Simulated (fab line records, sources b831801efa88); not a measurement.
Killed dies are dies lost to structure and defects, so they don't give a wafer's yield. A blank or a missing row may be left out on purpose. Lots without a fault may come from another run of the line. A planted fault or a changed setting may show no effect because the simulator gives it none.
Chamber matching | flow sky130 | SKY_VIA3_CMP_02 on cmp-01: 4 sister chambers
The step polishes SiO2. 7 wafers are shown with their chamber, then 7 later ones without.

WAFERS WITH THEIR CHAMBER
wafer  | chamber | motor_current_A (A)
L312.2 | 2       | 12.8
L312.4 | 1       | 12.1
L314.2 | 2       | 12.4
L325.5 | 0       | 11.8
L325.6 | 3       | 12.0
L326.1 | 0       | 11.9
L326.2 | 3       | 12.5

WAFERS WITHOUT THEIR CHAMBER
wafer  | motor_current_A (A)
L326.6 | 12.3
L332.2 | 12.9
L332.3 | 12.4
L332.5 | 12.7
L333.2 | 12.8
L333.3 | 13.1
L333.5 | 12.1

WHICH CHAMBER EACH WENT THROUGH
wafer  | from the rows above               | in truth
L326.6 | can't be placed: 3 or 1 or 2 or 0 | 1
L332.2 | can't be placed: 2 or 3 or 1      | 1
L332.3 | can't be placed: 3 or 2 or 1 or 0 | 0
L332.5 | can't be placed: 2 or 3 or 1      | 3
L333.2 | can't be placed: 2 or 3 or 1      | 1
L333.3 | can't be placed: 2 or 3 or 1      | 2
L333.5 | can't be placed: 1 or 3 or 0 or 2 | 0
Placed correctly: 0 of 7. Can't be placed from these rows: 7 (the true chamber is among the candidates in 7). Placed wrongly: 0.
How it was worked out, from the rows above alone: a wafer's distance from a chamber is the root of the sum, over the readings, of the square of ((its reading less the chamber's mean) divided by the reading's scatter). The wafer belongs to the nearest chamber; if the next one is less than 2 further off, it can't be placed. A chamber's mean is the mean of its shown wafers. The scatter: the root of (the sum of the squares of (reading less its chamber's mean) over the shown wafers, divided by (wafers less chambers)).
